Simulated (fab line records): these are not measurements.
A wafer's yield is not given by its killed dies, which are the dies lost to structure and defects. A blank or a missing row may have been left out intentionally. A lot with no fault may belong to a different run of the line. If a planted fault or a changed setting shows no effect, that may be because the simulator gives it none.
Which tool did it? :: flow gf180mcu :: 12 lots with 36 wafers sampled at 6 steps, on a route of 602 steps

== WHAT THE GAUGES SHOWED, per wafer ==
GF_STI_THK_MEAS_24. Usual: for STI_CVD_23_THK the level is 648 nm and the standard deviation is 7.7.
lot: L181
measured: day 2 03:35
on: filmMetro-01
STI_CVD_23_THK (nm): 653 661 656
flag: 

lot: L184
measured: day 2 18:53
on: filmMetro-02
STI_CVD_23_THK (nm): 648 642 650
flag: 

lot: L188
measured: day 3 16:57
on: filmMetro-04
STI_CVD_23_THK (nm): 652 644 646
flag: 

lot: L191
measured: day 4 06:49
on: filmMetro-02
STI_CVD_23_THK (nm): 662 656 651
flag: 

lot: L192
measured: day 4 12:00
on: filmMetro-02
STI_CVD_23_THK (nm): 642 644 644
flag: 

lot: L193
measured: day 4 17:52
on: filmMetro-04
STI_CVD_23_THK (nm): 643 641 644
flag: 

lot: L195
measured: day 5 03:58
on: filmMetro-02
STI_CVD_23_THK (nm): 659 646 655
flag: 

lot: L196
measured: day 5 12:13
on: filmMetro-02
STI_CVD_23_THK (nm): 637 639 635
flag: 

lot: L197
measured: day 5 13:55
on: filmMetro-01
STI_CVD_23_THK (nm): 642 635 636
flag: 

lot: L199
measured: day 6 01:17
on: filmMetro-01
STI_CVD_23_THK (nm): 655 656 661
flag: 

lot: L202
measured: day 6 16:00
on: filmMetro-04
STI_CVD_23_THK (nm): 638 642 643
flag: 

lot: L204
measured: day 7 02:43
on: filmMetro-02
STI_CVD_23_THK (nm): 645 649 642
flag: 

GF_DNWELL_TW_MEAS_09. Usual: for DNWELL_TW the level is 1350 and the standard deviation is 16.
lot: L181
measured: day 2 18:26
on: filmMetro-03
DNWELL_TW: 1334 1335 1329
flag: 

lot: L184
measured: day 3 09:22
on: filmMetro-02
DNWELL_TW: 1352 1350 1350
flag: 

lot: L188
measured: day 4 09:19
on: filmMetro-03
DNWELL_TW: 1343 1337 1337
flag: 

lot: L191
measured: day 5 00:43
on: filmMetro-03
DNWELL_TW: 1328 1326 1324
flag: 

lot: L192
measured: day 5 07:13
on: filmMetro-03
DNWELL_TW: 1333 1341 1329
flag: 

lot: L193
measured: day 5 11:17
on: filmMetro-01
DNWELL_TW: 1362 1364 1362
flag: 

lot: L195
measured: day 5 21:16
on: filmMetro-03
DNWELL_TW: 1335 1330 1326
flag: 

lot: L196
measured: day 6 05:08
on: filmMetro-01
DNWELL_TW: 1375 1378 1379
flag: 

lot: L197
measured: day 6 07:29
on: filmMetro-02
DNWELL_TW: 1360 1357 1364
flag: 

lot: L199
measured: day 6 18:51
on: filmMetro-03
DNWELL_TW: 1345 1346 1351
flag: 

lot: L202
measured: day 7 10:15
on: filmMetro-01
DNWELL_TW: 1362 1374 1370
flag: 

lot: L204
measured: day 7 20:59
on: filmMetro-02
DNWELL_TW: 1343 1339 1335
flag: 

GF_NWELL_TW_MEAS_11. Usual: for NWELL_TW the level is 1574 and the standard deviation is 20.
lot: L181
measured: day 3 07:13
on: filmMetro-03
NWELL_TW: 1564 1568 1560
flag: 

lot: L184
measured: day 3 22:55
on: filmMetro-03
NWELL_TW: 1555 1561 1558
flag: 

lot: L188
measured: day 4 23:25
on: filmMetro-01
NWELL_TW: 1605 1605 1591
flag: 

lot: L191
measured: day 5 15:29
on: filmMetro-03
NWELL_TW: 1551 1547 1548
flag: 

lot: L192
measured: day 5 21:49
on: filmMetro-03
NWELL_TW: 1556 1552 1551
flag: 

lot: L193
measured: day 6 02:13
on: filmMetro-04
NWELL_TW: 1564 1569 1572
flag: 

lot: L195
measured: day 6 12:34
on: filmMetro-04
NWELL_TW: 1562 1570 1564
flag: 

lot: L196
measured: day 6 20:53
on: filmMetro-01
NWELL_TW: 3048 3049 3040
flag: OFF

lot: L197
measured: day 6 23:07
on: filmMetro-03
NWELL_TW: 1554 1561 1567
flag: 

lot: L199
measured: day 7 10:47
on: filmMetro-03
NWELL_TW: 1546 1563 1552
flag: 

lot: L202
measured: day 8 02:08
on: filmMetro-03
NWELL_TW: 2968 2973 2959
flag: OFF

lot: L204
measured: day 8 14:19
on: filmMetro-04
NWELL_TW: 1597 1597 1593
flag: 

GF_VT_IMPLANT_RS_MEAS_47: uses a four-point probe to measure. Usual: for NWELL_RS the level is 488.2 ohm/sq and the standard deviation is 1.2.
lot: L181
measured: day 7 13:50
on: filmMetro-03
NWELL_RS (ohm/sq): 487.8 487.2 487.9
flag: 

lot: L184
measured: day 8 09:38
on: filmMetro-04
NWELL_RS (ohm/sq): 486.4 488.5 486.5
flag: 

lot: L188
measured: day 9 13:44
on: filmMetro-01
NWELL_RS (ohm/sq): 487.8 487.8 488.4
flag: 

lot: L191
measured: day 10 10:53
on: filmMetro-03
NWELL_RS (ohm/sq): 488.3 489.1 488.5
flag: 

lot: L192
measured: day 10 18:21
on: filmMetro-03
NWELL_RS (ohm/sq): 487.1 489.7 488.4
flag: 

lot: L193
measured: day 10 22:44
on: filmMetro-03
NWELL_RS (ohm/sq): 489.8 488.7 489.2
flag: 

lot: L195
measured: day 11 09:37
on: filmMetro-01
NWELL_RS (ohm/sq): 491.2 490.6 490.6
flag: 

lot: L196
measured: day 11 20:04
on: filmMetro-01
NWELL_RS (ohm/sq): 185.4 185.0 184.8
flag: OFF

lot: L197
measured: day 11 23:13
on: filmMetro-01
NWELL_RS (ohm/sq): 486.8 486.3 488.3
flag: 

lot: L199
measured: day 12 10:43
on: filmMetro-01
NWELL_RS (ohm/sq): 486.2 486.8 486.8
flag: 

lot: L202
measured: day 13 04:37
on: filmMetro-03
NWELL_RS (ohm/sq): 185.2 185.1 185.1
flag: OFF

lot: L204
measured: day 13 19:40
on: filmMetro-01
NWELL_RS (ohm/sq): 488.5 488.5 487.7
flag: 

== TOOL THAT RAN EACH LOT (tool first, then ch and the chambers of the sampled wafers, then the start) ==
lot: L181
GF_NWELL_IMPLANT_08: implanter-01 ch 0, day 3 06:49
GF_VT_IMPLANT_STRIP_31: plasmaAsher-01 ch 1, day 6 21:34

lot: L184
GF_NWELL_IMPLANT_08: implanter-04 ch 0, day 3 22:31
GF_VT_IMPLANT_STRIP_31: plasmaAsher-01 ch 0,1, day 7 15:55

lot: L188
GF_NWELL_IMPLANT_08: implanter-03 ch 0, day 4 23:01
GF_VT_IMPLANT_STRIP_31: plasmaAsher-03 ch 1, day 8 20:37

lot: L191
GF_NWELL_IMPLANT_08: implanter-04 ch 0, day 5 15:07
GF_VT_IMPLANT_STRIP_31: plasmaAsher-01 ch 0,1, day 9 16:39

lot: L192
GF_NWELL_IMPLANT_08: implanter-01 ch 0, day 5 21:25
GF_VT_IMPLANT_STRIP_31: plasmaAsher-04 ch 0,1, day 10 00:19

lot: L193
GF_NWELL_IMPLANT_08: implanter-04 ch 0, day 6 01:49
GF_VT_IMPLANT_STRIP_31: plasmaAsher-03 ch 0,1, day 10 04:49

lot: L195
GF_NWELL_IMPLANT_08: implanter-01 ch 0, day 6 11:52
GF_VT_IMPLANT_STRIP_31: plasmaAsher-03 ch 0,1, day 10 16:31

lot: L196
GF_NWELL_IMPLANT_08: implanter-01 ch 0, day 6 20:29
GF_VT_IMPLANT_STRIP_31: plasmaAsher-03 ch 0,1, day 11 02:13

lot: L197
GF_NWELL_IMPLANT_08: implanter-03 ch 0, day 6 22:44
GF_VT_IMPLANT_STRIP_31: plasmaAsher-03 ch 0,1, day 11 04:43

lot: L199
GF_NWELL_IMPLANT_08: implanter-04 ch 0, day 7 10:23
GF_VT_IMPLANT_STRIP_31: plasmaAsher-04 ch 0,1, day 11 16:19

lot: L202
GF_NWELL_IMPLANT_08: implanter-01 ch 0, day 8 01:47
GF_VT_IMPLANT_STRIP_31: plasmaAsher-03 ch 0,1, day 12 09:39

lot: L204
GF_NWELL_IMPLANT_08: implanter-04 ch 0, day 8 13:56
GF_VT_IMPLANT_STRIP_31: plasmaAsher-03 ch 0,1, day 13 00:46
- GF_NWELL_IMPLANT_08
- GF_VT_IMPLANT_STRIP_31: strips in O2/N2.

== WHAT THE TOOLS THEMSELVES READ (means of the sampled wafers that have a number; where no wafer has one, the mark that the record gives instead) ==
GF_NWELL_IMPLANT_08. Usual: beamOnS 10.00 s, standard deviation 0.2; doseIonsCm2 1.4999e+13, standard deviation 1.8e+10; faradayCurrentUA 84.6, standard deviation 1.7.
lot: L181
tool: implanter-01
beamOnS (s): 10.05
doseIonsCm2: 1.4993e+13
faradayCurrentUA: 84.1
flag: 

lot: L184
tool: implanter-04
beamOnS (s): 9.78
doseIonsCm2: 1.4972e+13
faradayCurrentUA: 86.5
flag: 

lot: L188
tool: implanter-03
beamOnS (s): 10.04
doseIonsCm2: 1.5004e+13
faradayCurrentUA: 84.2
flag: 

lot: L191
tool: implanter-04
beamOnS (s): 10.10
doseIonsCm2: 1.4992e+13
faradayCurrentUA: 83.9
flag: 

lot: L192
tool: implanter-01
beamOnS (s): 10.15
doseIonsCm2: 1.5011e+13
faradayCurrentUA: 83.5
flag: 

lot: L193
tool: implanter-04
beamOnS (s): 9.75
doseIonsCm2: 1.4999e+13
faradayCurrentUA: 86.8
flag: 

lot: L195
tool: implanter-01
beamOnS (s): 10.03
doseIonsCm2: 1.4989e+13
faradayCurrentUA: 84.1
flag: 

lot: L196
tool: implanter-01
beamOnS (s): 52.33
doseIonsCm2: 1.2628e+14
faradayCurrentUA: 136.2
flag: OFF

lot: L197
tool: implanter-03
beamOnS (s): 10.13
doseIonsCm2: 1.4998e+13
faradayCurrentUA: 83.1
flag: 

lot: L199
tool: implanter-04
beamOnS (s): 10.17
doseIonsCm2: 1.4997e+13
faradayCurrentUA: 83.3
flag: 

lot: L202
tool: implanter-01
beamOnS (s): 51.97
doseIonsCm2: 1.2631e+14
faradayCurrentUA: 137.0
flag: OFF

lot: L204
tool: implanter-04
beamOnS (s): 10.23
doseIonsCm2: 1.5004e+13
faradayCurrentUA: 82.5
flag: 

GF_VT_IMPLANT_STRIP_31. Usual: drypumpMotorCurrentA 5.47 A, standard deviation 0.23; heaterPowerW 324 W, standard deviation 32; o2FlowSccm 3000 sccm, standard deviation 9.2; oesProductAu 0.716 a.u., standard deviation 0.0047; stripTimeToEndpointS 12.64 s, standard deviation 0.032.
lot: L181
tool: plasmaAsher-01
drypumpMotorCurrentA (A): 5.84
heaterPowerW (W): 286
o2FlowSccm (sccm): 3004
oesProductAu (a.u.): 0.720
stripTimeToEndpointS (s): 12.59
flag: 

lot: L184
tool: plasmaAsher-01
drypumpMotorCurrentA (A): 5.44
heaterPowerW (W): 339
o2FlowSccm (sccm): 3011
oesProductAu (a.u.): 0.718
stripTimeToEndpointS (s): 12.61
flag: 

lot: L188
tool: plasmaAsher-03
drypumpMotorCurrentA (A): 5.58
heaterPowerW (W): 310
o2FlowSccm (sccm): 3001
oesProductAu (a.u.): 0.717
stripTimeToEndpointS (s): 12.63
flag: 

lot: L191
tool: plasmaAsher-01
drypumpMotorCurrentA (A): 5.44
heaterPowerW (W): 340
o2FlowSccm (sccm): 3001
oesProductAu (a.u.): 0.711
stripTimeToEndpointS (s): 12.65
flag: 

lot: L192
tool: plasmaAsher-04
drypumpMotorCurrentA (A): 5.50
heaterPowerW (W): 294
o2FlowSccm (sccm): 2993
oesProductAu (a.u.): 0.716
stripTimeToEndpointS (s): 12.64
flag: 

lot: L193
tool: plasmaAsher-03
drypumpMotorCurrentA (A): 5.47
heaterPowerW (W): 325
o2FlowSccm (sccm): 2999
oesProductAu (a.u.): 0.712
stripTimeToEndpointS (s): 12.63
flag: 

lot: L195
tool: plasmaAsher-03
drypumpMotorCurrentA (A): 5.46
heaterPowerW (W): 330
o2FlowSccm (sccm): 3004
oesProductAu (a.u.): 0.723
stripTimeToEndpointS (s): 12.67
flag: 

lot: L196
tool: plasmaAsher-03
drypumpMotorCurrentA (A): 5.45
heaterPowerW (W): 328
o2FlowSccm (sccm): 2998
oesProductAu (a.u.): 0.711
stripTimeToEndpointS (s): 12.63
flag: 

lot: L197
tool: plasmaAsher-03
drypumpMotorCurrentA (A): 5.34
heaterPowerW (W): 343
o2FlowSccm (sccm): 3007
oesProductAu (a.u.): 0.716
stripTimeToEndpointS (s): 12.63
flag: 

lot: L199
tool: plasmaAsher-04
drypumpMotorCurrentA (A): 5.47
heaterPowerW (W): 295
o2FlowSccm (sccm): 3005
oesProductAu (a.u.): 0.713
stripTimeToEndpointS (s): 12.63
flag: 

lot: L202
tool: plasmaAsher-03
drypumpMotorCurrentA (A): 5.46
heaterPowerW (W): 328
o2FlowSccm (sccm): 2998
oesProductAu (a.u.): 0.715
stripTimeToEndpointS (s): 12.70
flag: 

lot: L204
tool: plasmaAsher-03
drypumpMotorCurrentA (A): 5.33
heaterPowerW (W): 345
o2FlowSccm (sccm): 2988
oesProductAu (a.u.): 0.718
stripTimeToEndpointS (s): 12.64
flag: 

== THE ANSWER, worked out from the rows above alone ==
Rule: take the mean of a lot's wafers that have a number; if it is more than 3 standard deviations from the usual mean, the lot is off. Also off: a lot with no number at a reading for which 4 or more lots have one. Any other lot the step has rows for is counted as sound. The gauges are gone through in route order, then the tools' own readings, and for those a lot's mean is taken as printed above. The first step at which some lot is off is used, and at that step the reading that is off furthest; a lot without a number counts as furthest.
Off: L196, L202, seen at GF_NWELL_TW_MEAS_11 (NWELL_TW).
If a tool, at a process step before that reading, ran all the lots that are off and no sound lot after the first of them, it fits. The gauges at GF_NWELL_TW_MEAS_11 aren't tried: what is off there is off at GF_NWELL_IMPLANT_08 too, on other tools, and a gauge's error can't cause that. One fits: GF_NWELL_IMPLANT_08 on implanter-01. Its last sound lot is L195 (day 6 11:52), its first lot that is off L196 (day 6 20:29): a fault that began between those two fits.
The tool's own readings at GF_NWELL_IMPLANT_08 bear it out: on the lots that are off they differ by more than 5 times the standard deviation of the sound lots' means. beamOnS reads 52.15 s there against 10.04 s on the sound lots; doseIonsCm2 reads 1.2630e+14 there against 1.4996e+13 on the sound lots; faradayCurrentUA reads 136.6 there against 84.2 on the sound lots.

== WHAT WAS PUT IN BY THE SIMULATOR ==
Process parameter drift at GF_NWELL_IMPLANT_08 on implanter-01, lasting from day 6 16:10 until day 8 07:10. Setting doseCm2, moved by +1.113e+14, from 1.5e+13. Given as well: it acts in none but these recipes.
Shown lots that were struck: L196, L202. The same result came from the rule above.
